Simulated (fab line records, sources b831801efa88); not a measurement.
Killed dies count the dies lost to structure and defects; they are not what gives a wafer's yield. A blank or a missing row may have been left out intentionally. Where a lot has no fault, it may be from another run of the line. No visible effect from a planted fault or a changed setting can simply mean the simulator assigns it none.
A struck lot beside a sound one / flow gf180mcu / 15 out of 602 route steps
Sound: the wafers L531.2, L531.3, L531.4. Struck: wafer L540.1 (left out: L540.3, L540.5 of the same lot, which were not struck); the cause appears at the end.
Per side, at each step with rows, come the tool, then ch with its chambers, and then its first start. Under that, the readings that differ: sound wafers / struck wafers / difference of the means / sigmas: that difference in standard deviations of wafers without a fault.
alike: same words and numbers on both sides, and readings whose means sit less than 2 such deviations apart. not compared: any withheld reading, any reading some wafer has no value for, any bound like >300 that may hide the same value, and any number with overlapping values for which the record gives no deviation.
A row with sigmas, a row that says differs or no value, or rows on one side alone: a step with any of these is where the two part. Numbers that don't overlap but have no deviation are shown without sigmas and don't part them. A reading missing from all wafers of one side parts the sides only when that side holds two or more wafers.

first, 4 steps without rows for these wafers: GF_M3_SOFTBAKE_10 (time 60 s); GF_M3_EXPOSE_11 (exposes mask Metal3, target cd 280 nm); GF_M3_PEB_12 (peb time 90 s); GF_M3_DEVELOP_13 (develop time 60 s).
GF_M3_CD_MEAS_14: target cd 280 nm.
  sound on cd_sem-01 at day 23 16:37; struck on cd_sem-02 at day 27 02:04
  alike: cd_nm
GF_M3_OVL_MEAS_15:
  sound on overlay-01 at day 23 16:44; struck on overlay-02 at day 27 02:11
  alike: M3_OVL
GF_M3_METAL_ETCH_16: etches the open film in Cl2/BCl3, stops on SiO2, target depth 750.8 nm, time 125.1 s.
  sound on rie_metal-01 ch 0,1, day 23 16:46; struck on rie_metal-03 ch 0, day 27 02:13
reading=drypump_motor_current_A (A); sound=5.7 5.6 5.7; struck=4.9; difference=-0.8; sigmas=-2
reading=oes_product_au (a.u.); sound=0.983 0.996 0.978; struck=1.003; difference=+0.017; sigmas=+3
  alike: throttle_valve_pct
  not compared: rf_hours_counter_h
GF_M3_STRIP_17: strips in O2/N2.
  sound on plasma_asher-03 ch 0,1, day 23 16:53; struck on plasma_asher-01 ch 1, day 27 02:21
  alike: drypump_motor_current_A, heater_power_w, n2_flow_sccm, oes_product_au, strip_time_to_endpoint_s
  not compared: rf_hours_counter_h
then, 3 steps without rows for these wafers: GF_M3_STRIP_18 (strips in post etch residue remover, time 1200 s); GF_M3_CLEAN_19 (cleans in DIW); GF_V3_CVD_00 (deposits SiO2, target thk 600 nm, time 100 s).
GF_V3_THK_MEAS_01:
  sound on film_metro-04 at day 23 17:30; struck on film_metro-02 at day 27 03:02
  alike: V3_CVD_00_THK
GF_V3_CVD_02: deposits SiO2 from TEOS, target thk 850 nm, time 94.851 s.
  sound on pecvd-04 ch 0,1, day 23 17:33; struck on pecvd-04 ch 1, day 27 03:05
reading=rf_fwd_power_W (W); sound=595.0 598.0 595.6; struck=502.4; difference=-93.8; sigmas=-49
reading=model.SiO2_of_V3_CVD_02.thk_nm (nm); sound=861.9 844.5 863.2; struck=813.6; difference=-42.9; sigmas=
  alike: heater_power_outer_w, heater_power_w
  not compared: since_wet_clean_h
GF_V3_THK_MEAS_03:
  sound on film_metro-02 at day 23 17:38; struck on film_metro-02 at day 27 03:10
reading=V3_CVD_02_THK (nm); sound=862 845 863; struck=813; difference=-44; sigmas=-3
GF_V3_CMP_04: polishes SiO2.
  sound on cmp-01 ch 0,1,3, day 23 17:41; struck on cmp-02 ch 2, day 27 03:13
reading=time_to_endpoint_s (s); sound=82 75 85; struck=63; difference=-18; sigmas=-3
  alike: motor_current_A, slurry_filter_dp_kPa, slurry_flow_ml_min

== WHERE THEY PART ==
At GF_M3_METAL_ETCH_16 first; at GF_V3_CMP_04 last (within this record only).

WHY: what had been put in by the simulator
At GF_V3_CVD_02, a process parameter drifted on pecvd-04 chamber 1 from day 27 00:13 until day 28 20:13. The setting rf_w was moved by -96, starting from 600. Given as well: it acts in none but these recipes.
